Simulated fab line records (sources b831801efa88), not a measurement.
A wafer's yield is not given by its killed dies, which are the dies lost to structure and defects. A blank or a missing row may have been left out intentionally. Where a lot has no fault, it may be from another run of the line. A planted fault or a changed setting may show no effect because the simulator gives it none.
fab line records	flow sky130
record: lots: 12	wafers: 36	last_day: 50
route steps=708 shown POLY_GATE@227 LI_CONTACT@362 LOCAL_INTERCONNECT@387 CONTACT@409
lots that met no fault: taken from a fault-free run of the same line
start_h: hours from the record's opening day to when the first of the lot's shown wafers began	wait_h: time in hours since the lot's previous step	" same as the row above	L1.1+2: several wafers, shown together as one row	- either no value or no given start	* or withheld: withheld	< > ~ a bound
route shown NAME@n: names a module that has steps shown in the file, with the first one's number in the route	usual: mean/standard deviation of fault-free wafers	same: alike in all rows	chamber/n: place in a boat	sites: readings site by site	_std_site: how widely they spread, as a standard deviation	_edge_site: the outer-site mean with the inner-site mean subtracted	radius_mm: for every site, how far away it sits from the centre of the wafer	mask NAME#n: copy n	behind: the tool/chamber that last shaped the wafer	hold: the reason the lot was held/the length of the hold in hours/how it ended	device: transistor that didn't switch, given as n, p or np	end of line: the same wafers' tests at the end of the route	a step given without rows: its recipe and nothing more	killed: not the wafer's yield, but the dies lost to structure and defects at the first sort	map: a wafer's dies, marking killed ones x, the rest . and places with no die _
set.NAME: the setting as run; set.NAME@STEP: as run at that earlier step	model.NAME: the simulator's own value behind a step, which no gauge read
route steps across a sampled set of lots; one table per step, one row per wafer
services: a tool's chamber out of use, with start hour (start_h, from the record's first day; less than 0 if before it), hours out, and reason
== steps ==
step: SKY_POLY_GATE_CD_MEAS_13
recipe: target_cd_nm: 150
usual: cd_nm: 150.1/1.3
lot.wafer	tool	chamber	start_h	wait_h	cd_nm
L411.4	cd_sem-02	-	377.39	-	148.8
L411.5	"	-	"	"	149.7
L411.6	"	-	"	"	150.2
L413.1	cd_sem-02	-	395.68	-	149.5
L413.3	"	-	"	"	149.8
L413.4	"	-	"	"	150.2
L414.3	cd_sem-02	-	412.29	-	151.5
L414.4	"	-	"	"	152.5
L414.6	"	-	"	"	152.8
L415.1	cd_sem-02	-	417.98	-	150.1
L415.2	"	-	"	"	150.2
L415.3	"	-	"	"	150.3
L416.1	cd_sem-02	-	423.03	-	151.6
L416.4	"	-	"	"	151.4
L416.6	"	-	"	"	150.4
L420.2	cd_sem-02	-	455.15	-	149.8
L420.4	"	-	"	"	150.8
L420.5	"	-	"	"	150.9
L419.1	cd_sem-01	-	458.83	-	149.2
L419.4	"	-	"	"	148.6
L419.6	"	-	"	"	149.5
L421.1	cd_sem-02	-	459.18	-	150.2
L421.4	"	-	"	"	151.2
L421.5	"	-	"	"	151.2
L424.1	cd_sem-01	-	492.53	-	149.3
L424.2	"	-	"	"	148.2
L424.5	"	-	"	"	148.7
L431.1	cd_sem-02	-	566.83	-	150.6
L431.3	"	-	"	"	149.9
L431.6	"	-	"	"	149.2
L432.2	cd_sem-01	-	573.85	-	150.0
L432.3	"	-	"	"	149.5
L432.6	"	-	"	"	149.1
L433.1	cd_sem-02	-	580.68	-	149.9
L433.2	"	-	"	"	148.9
L433.4	"	-	"	"	149.9
step: SKY_LI_CONTACT_HDPCVD_00
recipe: material: PSG	target_thk_nm: 930	sigma_open_frac: 0.3	time_s: 155	temp_c: 600	sih4_flow_sccm: 60	pressure_mtorr: 6
usual: run_length_s: 183.0/0.4	sih4_flow_sccm: 60.03/0.17
lot.wafer	tool	chamber	start_h	wait_h	run_length_s	sih4_flow_sccm
L411.4	hdpcvd-01	1	657.35	0.1	182.8	59.97
L411.5	"	0	"	"	183.0	59.87
L411.6	"	2	"	"	182.7	60.21
L413.1	hdpcvd-02	0	674.06	0.0	183.1	60.00
L413.3	"	2	"	"	182.9	60.24
L413.4	"	1	"	"	183.1	60.11
L414.3	hdpcvd-02	2	688.45	0.0	182.9	60.22
L414.4	"	1	"	"	182.9	59.99
L414.6	"	2	"	"	183.5	60.19
L415.1	hdpcvd-02	2	695.25	0.0	183.2	59.61
L415.2	"	0	"	"	183.2	59.98
L415.3	"	1	"	"	183.6	59.95
L416.1	hdpcvd-01	0	699.30	0.0	182.7	60.31
L416.4	"	1	"	"	182.2	59.82
L416.6	"	2	"	"	183.0	59.95
L420.2	hdpcvd-02	0	728.67	0.0	183.1	60.07
L420.4	"	0	"	"	183.9	60.03
L420.5	"	2	"	"	183.3	60.00
L419.1	hdpcvd-01	1	730.16	0.0	182.5	59.83
L419.4	"	1	"	"	182.6	59.90
L419.6	"	0	"	"	183.1	59.94
L421.1	hdpcvd-01	1	732.81	0.0	182.5	60.10
L421.4	"	0	"	"	182.8	60.09
L421.5	"	2	"	"	182.9	60.17
L424.1	hdpcvd-02	1	762.61	0.0	183.4	60.02
L424.2	"	0	"	"	183.8	59.92
L424.5	"	0	"	"	183.8	59.87
L431.1	hdpcvd-02	0	826.95	0.0	272.6	60.13
L431.3	"	2	"	"	182.9	60.03
L431.6	"	0	"	"	273.2	60.30
L432.2	hdpcvd-02	1	833.80	0.0	183.1	59.95
L432.3	"	0	"	"	273.3	60.10
L432.6	"	1	"	"	183.5	59.72
L433.1	hdpcvd-01	0	842.40	0.0	182.7	59.71
L433.2	"	1	"	"	182.8	60.12
L433.4	"	0	"	"	182.5	60.03
step: SKY_LI_CONTACT_THK_MEAS_01
recipe: reads: PSG_of_LI_CONTACT_HDPCVD_00
usual: LI_CONTACT_HDPCVD_THK: 934/11
lot.wafer	tool	chamber	start_h	wait_h	LI_CONTACT_HDPCVD_THK[nm]
L411.4	film_metro-03	-	657.43	0.0	936
L411.5	"	-	"	"	931
L411.6	"	-	"	"	928
L413.1	film_metro-03	-	674.16	0.1	926
L413.3	"	-	"	"	918
L413.4	"	-	"	"	927
L414.3	film_metro-03	-	688.57	0.1	934
L414.4	"	-	"	"	921
L414.6	"	-	"	"	925
L415.1	film_metro-02	-	695.35	0.1	931
L415.2	"	-	"	"	928
L415.3	"	-	"	"	928
L416.1	film_metro-03	-	699.40	0.1	937
L416.4	"	-	"	"	960
L416.6	"	-	"	"	946
L420.2	film_metro-04	-	728.78	0.1	937
L420.4	"	-	"	"	945
L420.5	"	-	"	"	935
L419.1	film_metro-03	-	730.26	0.1	959
L419.4	"	-	"	"	952
L419.6	"	-	"	"	935
L421.1	film_metro-03	-	732.92	0.1	942
L421.4	"	-	"	"	919
L421.5	"	-	"	"	931
L424.1	film_metro-02	-	762.71	0.1	930
L424.2	"	-	"	"	932
L424.5	"	-	"	"	940
L431.1	film_metro-02	-	827.05	0.1	1481
L431.3	"	-	"	"	931
L431.6	"	-	"	"	1476
L432.2	film_metro-02	-	833.91	0.1	927
L432.3	"	-	"	"	1457
L432.6	"	-	"	"	924
L433.1	film_metro-02	-	842.50	0.1	934
L433.2	"	-	"	"	948
L433.4	"	-	"	"	933
step: SKY_LI_CONTACT_CMP_02
recipe: material: PSG	down_force_psi: 4	platen_rpm: 60	pad_velocity_m_s: 0.94248
usual: edge_zone_pressure_frac: 1.000/0.0047	motor_current_A: 11.9/1.2	time_to_endpoint_s: 33/3.1
lot.wafer	tool	chamber	start_h	wait_h	edge_zone_pressure_frac	motor_current_A	time_to_endpoint_s
L411.4	cmp-02	3	657.56	0.1	0.998	12.5	33
L411.6	"	1	"	"	0.995	11.9	28
L411.5	"	2	"	"	0.996	13.1	32
L413.3	cmp-02	2	674.22	0.0	1.002	13.4	33
L413.1	"	3	"	"	0.999	12.2	33
L413.4	"	0	"	"	1.001	10.0	32
L414.3	cmp-01	1	688.66	0.1	1.008	12.3	36
L414.4	"	2	"	"	1.001	10.0	30
L414.6	"	0	"	"	0.998	11.7	32
L415.1	cmp-01	1	695.46	0.1	1.000	11.8	35
L415.2	"	2	"	"	1.006	10.4	27
L415.3	"	3	"	"	0.999	13.6	27
L416.4	cmp-01	1	699.51	0.1	0.997	12.1	39
L416.1	"	3	"	"	1.000	13.4	33
L416.6	"	0	"	"	1.001	11.0	32
L420.2	cmp-02	0	728.83	0.0	1.001	10.2	30
L420.4	"	3	"	"	1.004	13.1	34
L420.5	"	1	"	"	1.008	12.0	29
L419.1	cmp-01	1	730.32	0.1	0.996	11.9	38
L419.4	"	2	"	"	1.003	10.3	32
L419.6	"	1	"	"	1.003	11.4	35
L421.1	cmp-01	0	733.03	0.1	1.000	10.4	33
L421.4	"	2	"	"	1.007	10.0	32
L421.5	"	3	"	"	1.006	13.7	31
L424.2	cmp-02	2	762.77	0.0	1.003	13.7	35
L424.1	"	0	"	"	1.000	10.5	35
L424.5	"	3	"	"	0.996	12.9	36
L431.3	cmp-02	3	827.21	0.1	1.004	12.8	30
L431.1	"	0	"	"	0.996	10.8	85
L431.6	"	2	"	"	1.002	13.7	87
L432.3	cmp-01	3	833.96	0.0	1.001	13.5	85
L432.2	"	2	"	"	0.999	10.1	30
L432.6	"	3	"	"	1.001	12.4	33
L433.4	cmp-01	0	843.05	0.5	1.004	10.9	34
L433.2	"	2	"	"	1.010	10.2	35
L433.1	"	3	"	"	1.000	13.4	34
step: SKY_LOCAL_INTERCONNECT_SPUTTER_00
recipe: material: TiN	target_thk_nm: 100	temp_c: 300	power_w: 6500	time_s: 83.3	chamber_pressure_pa: 0.4
usual: throttle_valve_pct: 29.9/0.89
lot.wafer	tool	chamber	start_h	wait_h	throttle_valve_pct
L411.4	pvd_sputter-03	-	688.03	0.2	31.1
L411.5	"	-	"	"	30.6
L411.6	"	-	"	"	28.6
L413.1	pvd_sputter-04	-	703.77	0.2	29.9
L413.3	"	-	"	"	28.8
L413.4	"	-	"	"	30.4
L414.3	pvd_sputter-03	-	717.76	0.2	30.0
L414.4	"	-	"	"	31.2
L414.6	"	-	"	"	30.8
L415.1	pvd_sputter-03	-	724.61	0.1	30.7
L415.2	"	-	"	"	30.9
L415.3	"	-	"	"	30.1
L416.1	pvd_sputter-04	-	728.83	0.2	29.5
L416.4	"	-	"	"	30.5
L416.6	"	-	"	"	28.9
L420.2	pvd_sputter-02	-	758.31	0.2	31.3
L420.4	"	-	"	"	30.3
L420.5	"	-	"	"	31.7
L419.1	pvd_sputter-02	-	759.70	0.2	28.2
L419.4	"	-	"	"	31.6
L419.6	"	-	"	"	30.1
L421.1	pvd_sputter-04	-	762.80	0.1	30.2
L421.4	"	-	"	"	28.8
L421.5	"	-	"	"	30.5
L424.1	pvd_sputter-04	-	790.77	0.1	29.9
L424.2	"	-	"	"	30.3
L424.5	"	-	"	"	29.0
L431.1	pvd_sputter-03	-	855.37	0.1	30.3
L431.3	"	-	"	"	30.8
L431.6	"	-	"	"	31.2
L432.2	pvd_sputter-03	-	862.26	0.2	31.0
L432.3	"	-	"	"	30.6
L432.6	"	-	"	"	30.5
L433.1	pvd_sputter-02	-	871.04	0.2	29.9
L433.2	"	-	"	"	31.5
L433.4	"	-	"	"	30.2
step: SKY_CONTACT_THK_MEAS_03
recipe: reads: SiO2_of_CONTACT_HDPCVD_02
usual: CONTACT_HDPCVD_THK: 565/6.4
lot.wafer	tool	chamber	start_h	wait_h	CONTACT_HDPCVD_THK[nm]
L411.4	film_metro-04	-	717.02	0.0	568
L411.5	"	-	"	"	566
L411.6	"	-	"	"	570
L413.1	film_metro-04	-	732.96	0.0	559
L413.3	"	-	"	"	563
L413.4	"	-	"	"	565
L414.3	film_metro-03	-	746.23	0.1	560
L414.4	"	-	"	"	554
L414.6	"	-	"	"	561
L415.1	film_metro-03	-	753.08	0.0	573
L415.2	"	-	"	"	575
L415.3	"	-	"	"	568
L416.1	film_metro-04	-	757.61	0.0	550
L416.4	"	-	"	"	565
L416.6	"	-	"	"	558
L420.2	film_metro-04	-	786.52	0.0	568
L420.4	"	-	"	"	574
L420.5	"	-	"	"	570
L419.1	film_metro-03	-	788.29	0.0	563
L419.4	"	-	"	"	564
L419.6	"	-	"	"	562
L421.1	film_metro-01	-	790.47	0.0	574
L421.4	"	-	"	"	560
L421.5	"	-	"	"	571
L424.1	film_metro-01	-	818.88	0.0	562
L424.2	"	-	"	"	572
L424.5	"	-	"	"	566
L431.1	film_metro-04	-	882.52	0.0	563
L431.3	"	-	"	"	569
L431.6	"	-	"	"	569
L432.2	film_metro-01	-	889.69	0.0	558
L432.3	"	-	"	"	561
L432.6	"	-	"	"	553
L433.1	film_metro-04	-	897.92	0.0	561
L433.2	"	-	"	"	560
L433.4	"	-	"	"	560
== services ==
tool	chamber	start_h	hours	kind
cmp-01	-	648.79	3.9	repair
hdpcvd-02	-	650.75	15.0	pm
hdpcvd-02	0	650.75	15.0	vent_cycle
hdpcvd-02	1	650.75	15.0	vent_cycle
hdpcvd-02	2	650.75	15.0	vent_cycle
hdpcvd-02	-	665.75	2.8	pm
hdpcvd-02	0	665.75	-	clean
hdpcvd-02	1	665.75	-	clean
hdpcvd-02	2	665.75	-	clean
pvd_sputter-02	-	667.85	1.9	repair
cmp-02	-	723.92	0.7	repair
pvd_sputter-03	-	730.85	57.0	repair
cmp-02	-	731.34	12.4	pm
cmp-01	-	744.29	4.0	pm
cmp-01	-	748.29	-	consumable_replace:conditioner
cmp-01	-	748.29	-	consumable_replace:pad
cmp-01	-	752.86	0.4	repair
cmp-02	-	783.91	3.3	pm
hdpcvd-01	2	810.36	2.0	repair
cmp-02	-	831.39	3.8	repair
cmp-02	-	837.04	22.1	repair
pvd_sputter-03	-	844.64	3.2	repair
pvd_sputter-04	-	846.22	5.2	repair
hdpcvd-01	0	861.61	3.8	repair
== key ==
first_sign: step: SKY_LI_CONTACT_HDPCVD_00	reading: run_length_s	direction: up	sigmas: 99+	usual: *	struck: *
effect: step: SKY_LI_CONTACT_THK_MEAS_01	reading: LI_CONTACT_HDPCVD_THK	direction: up	sigmas: 50	usual: 934	struck: 1471
effect: step: SKY_LI_CONTACT_CMP_02	reading: time_to_endpoint_s	direction: up	sigmas: 17	usual: *	struck: *
met_at SKY_LI_CONTACT_HDPCVD_00
struck_lots L431,L432
struck_wafers L431.1,L431.6,L432.3
tester_left_out L431,L432
not_acting_at SKY_POLY_GATE_CD_MEAS_13,SKY_LOCAL_INTERCONNECT_SPUTTER_00,SKY_CONTACT_THK_MEAS_03
onset_between 762.61 826.95
fault: kind: process_parameter_drift	tool: hdpcvd-02	chamber: 0	onset_h: 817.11	steps: SKY_LI_CONTACT_HDPCVD_00	channel: time_s	offset: *	shape: step	end_h: 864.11	acts_in: *	stated: *
tester_left_out: of these lots the tester's yield and bins aren't shown, on N5 and GAA mostly nor the transistor test; their killed dies are dies lost to structure and defects alone, not to doping, threshold or leakage, so they don't give the yield
